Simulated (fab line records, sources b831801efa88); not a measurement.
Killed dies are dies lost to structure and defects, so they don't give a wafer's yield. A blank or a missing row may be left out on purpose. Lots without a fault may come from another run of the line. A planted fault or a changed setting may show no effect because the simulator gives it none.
One fault seen from 2 desks | flow sfq_line | each desk has only its own numbers; what lay behind them comes last

THE METROLOGY DESK
What the gauges read, lot by lot, whatever tool the lot ran on: means of the sampled wafers that have a number. A lot is out of limits, marked OUT, if its mean lies more than 4 standard deviations from the usual mean; the brackets give that distance.
Columns: A = I4_BOW at SFQ_I4_BOW_MEAS_927, usual 3 um; B = I4_OVL at SFQ_I4_OVL_MEAS_928, usual 1 nm
lot  | first seen here | A  | B
L368 | day 37 09:31    | 1  | 1
L370 | day 37 12:30    | -4 | 6
L379 | day 48 23:07    | 1  | -0
L383 | day 50 19:47    | 1  | -3
L387 | day 51 19:43    | 3  | 2
This desk's finding: nothing out of limits on any of the 5 lots.

THE TOOL OWNER'S DESK: rie_diel-03
The tool's own readings at SFQ_TRILAYER_I4_VIA_BARC_OPEN_VIA_ETCH_146 (etches BARC in O2, target depth 125 nm, time 41.7 s): means of the sampled wafers that have a number, for each lot that ran on this tool. A lot is out of limits, marked OUT, if its mean lies more than 4 standard deviations from the usual mean; the brackets give that distance.
Columns: A = drypump_motor_current_A at SFQ_TRILAYER_I4_VIA_BARC_OPEN_VIA_ETCH_146, usual 6.0 A; B = oes_product_au at SFQ_TRILAYER_I4_VIA_BARC_OPEN_VIA_ETCH_146, usual 0.685 a.u.
lot  | first seen here | A   | B
L368 | day 43 10:25    | 5.3 | 0.681
L379 | day 54 07:45    | 5.4 | 0.683
This desk's finding: nothing out of limits on any of the 2 lots.

PUT TOGETHER
The metrology desk saw nothing out of limits.
The tool owner's desk saw nothing out of limits.

WHAT THE SIMULATOR HAD PUT IN
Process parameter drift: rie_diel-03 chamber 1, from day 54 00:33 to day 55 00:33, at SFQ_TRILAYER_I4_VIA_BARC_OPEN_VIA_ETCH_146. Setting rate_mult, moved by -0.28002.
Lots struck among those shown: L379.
